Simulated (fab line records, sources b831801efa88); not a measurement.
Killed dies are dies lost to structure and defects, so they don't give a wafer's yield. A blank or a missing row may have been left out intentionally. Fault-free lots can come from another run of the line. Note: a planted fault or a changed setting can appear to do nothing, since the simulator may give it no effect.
What tool caused it? / flow sky130 / 13 lots, 39 wafers sampled, at 3 steps of a route of 708

WHAT THE GAUGES SHOWED, per wafer
SKY_CAP2M_RS_MEAS_03: uses a four-point probe to measure.
lot=L363; measured=day 39 20:01; on=film-metro-04; CAP2M_TIN_RS (ohm/sq)=6.93 6.97 7.04
lot=L364; measured=day 40 03:41; on=film-metro-03; CAP2M_TIN_RS (ohm/sq)=6.85 6.90 6.91
lot=L366; measured=day 40 10:20; on=film-metro-03; CAP2M_TIN_RS (ohm/sq)=6.89 7.00 6.90
lot=L372; measured=day 42 14:38; on=film-metro-03; CAP2M_TIN_RS (ohm/sq)=6.90 6.99 6.89
lot=L373; measured=day 42 22:14; on=film-metro-03; CAP2M_TIN_RS (ohm/sq)=6.90 7.02 6.97
lot=L374; measured=day 43 03:13; on=film-metro-03; CAP2M_TIN_RS (ohm/sq)=6.91 6.95 6.91
lot=L375; measured=day 43 07:25; on=film-metro-04; CAP2M_TIN_RS (ohm/sq)=6.96 6.87 6.99
lot=L376; measured=day 43 19:15; on=film-metro-04; CAP2M_TIN_RS (ohm/sq)=6.86 6.83 6.98
lot=L382; measured=day 45 05:46; on=film-metro-03; CAP2M_TIN_RS (ohm/sq)=6.86 6.80 6.86
lot=L383; measured=day 45 11:41; on=film-metro-04; CAP2M_TIN_RS (ohm/sq)=6.93 7.05 6.89
lot=L384; measured=day 45 17:25; on=film-metro-04; CAP2M_TIN_RS (ohm/sq)=6.91 6.89 6.92
lot=L385; measured=day 45 19:30; on=film-metro-04; CAP2M_TIN_RS (ohm/sq)=6.83 6.95 6.90
lot=L386; measured=day 46 01:39; on=film-metro-04; CAP2M_TIN_RS (ohm/sq)=6.75 6.82 6.78

SKY_VIA4_THK_MEAS_01.
lot=L363; measured=day 42 00:35; on=film-metro-04; VIA4_HDPCVD_THK (nm)=1719 1763 1721
lot=L364; measured=day 42 05:49; on=film-metro-01; VIA4_HDPCVD_THK (nm)=1734 1774 1769
lot=L366; measured=day 42 13:07; on=film-metro-01; VIA4_HDPCVD_THK (nm)=1730 1764 1748
lot=L372; measured=day 44 13:46; on=film-metro-02; VIA4_HDPCVD_THK (nm)=1752 1759 1734
lot=L373; measured=day 44 21:07; on=film-metro-04; VIA4_HDPCVD_THK (nm)=1770 1303 1803 1769 1304 1801
lot=L374; measured=day 45 02:29; on=film-metro-02; VIA4_HDPCVD_THK (nm)=1369 1732 1312 1369 1734 1313
lot=L375; measured=day 45 05:07; on=film-metro-04; VIA4_HDPCVD_THK (nm)=1295 1778 1760 1294 1778 1760
lot=L376; measured=day 45 16:19; on=film-metro-04; VIA4_HDPCVD_THK (nm)=1736 1777 1761
lot=L382; measured=day 47 01:10; on=film-metro-04; VIA4_HDPCVD_THK (nm)=1752 1737 1756
lot=L383; measured=day 47 06:37; on=film-metro-02; VIA4_HDPCVD_THK (nm)=1744 1739 1726
lot=L384; measured=day 47 12:15; on=film-metro-01; VIA4_HDPCVD_THK (nm)=1753 1744 1727
lot=L385; measured=day 47 14:02; on=film-metro-01; VIA4_HDPCVD_THK (nm)=1769 1756 1788
lot=L386; measured=day 47 19:37; on=film-metro-01; VIA4_HDPCVD_THK (nm)=1763 1730 1736

EACH LOT AND THE TOOL THAT RAN IT (in order: tool; ch and the chambers of the sampled wafers; start)
lot=L363; SKY_VIA4_HDPCVD_00=hdpcvd-01 ch 0,2, day 42 00:18
lot=L364; SKY_VIA4_HDPCVD_00=hdpcvd-02 ch 0,1,2, day 42 05:41
lot=L366; SKY_VIA4_HDPCVD_00=hdpcvd-02 ch 0,1, day 42 12:56
lot=L372; SKY_VIA4_HDPCVD_00=hdpcvd-02 ch 0, day 44 13:29
lot=L373; SKY_VIA4_HDPCVD_00=hdpcvd-01 ch 0,1,2, day 44 20:55
lot=L374; SKY_VIA4_HDPCVD_00=hdpcvd-01 ch 0,2, day 45 02:18
lot=L375; SKY_VIA4_HDPCVD_00=hdpcvd-01 ch 0,1,2, day 45 04:56
lot=L376; SKY_VIA4_HDPCVD_00=hdpcvd-02 ch 0,1,2, day 45 16:08
lot=L382; SKY_VIA4_HDPCVD_00=hdpcvd-02 ch 0,1,2, day 47 00:59
lot=L383; SKY_VIA4_HDPCVD_00=hdpcvd-02 ch 0,1,2, day 47 06:26
lot=L384; SKY_VIA4_HDPCVD_00=hdpcvd-02 ch 0,1,2, day 47 12:03
lot=L385; SKY_VIA4_HDPCVD_00=hdpcvd-01 ch 0,1,2, day 47 13:50
lot=L386; SKY_VIA4_HDPCVD_00=hdpcvd-02 ch 0,2, day 47 19:26
- SKY_VIA4_HDPCVD_00: deposits SiO2, target thk 1750 nm, time 291.7 s.

AS READ BY THE TOOLS THEMSELVES (means over the sampled wafers that have a number; for cases with no such wafer, the mark the record gives instead)
The record holds no such reading with a usual standard deviation.

THE ANSWER, worked out from the rows above alone
Rule: what is usual is taken from the lots themselves. The widest of any qualifying gaps counts: lots, ordered by their means at a reading, are off when they make up no more than a third of the lots, leave a main group of 4 or more, and stand apart from it by 3 or more times the standard deviation of that group's means. A main group whose means are all the same, to the digits that the tables above print for the reading, isn't used. Also off: a lot with no number at a reading for which 4 or more lots have one. Any other lot the step has rows for is counted as sound. The gauges are gone through in route order, then the tools' own readings, and for those a lot's mean is taken as printed above. The first step at which some lot is off is used, and at that step the reading that is off furthest; a lot without a number counts as furthest.
Off: L373, L374, L375, seen at SKY_VIA4_THK_MEAS_01 (VIA4_HDPCVD_THK). The main group: mean 1749 nm, standard deviation 11.
If a tool, at a process step before that reading, ran all the lots that are off and no sound lot after the first of them, it fits. The gauges at SKY_VIA4_THK_MEAS_01 are tried like those tools. Not one of the candidates tried fits.

WHAT THE SIMULATOR HAD INSERTED
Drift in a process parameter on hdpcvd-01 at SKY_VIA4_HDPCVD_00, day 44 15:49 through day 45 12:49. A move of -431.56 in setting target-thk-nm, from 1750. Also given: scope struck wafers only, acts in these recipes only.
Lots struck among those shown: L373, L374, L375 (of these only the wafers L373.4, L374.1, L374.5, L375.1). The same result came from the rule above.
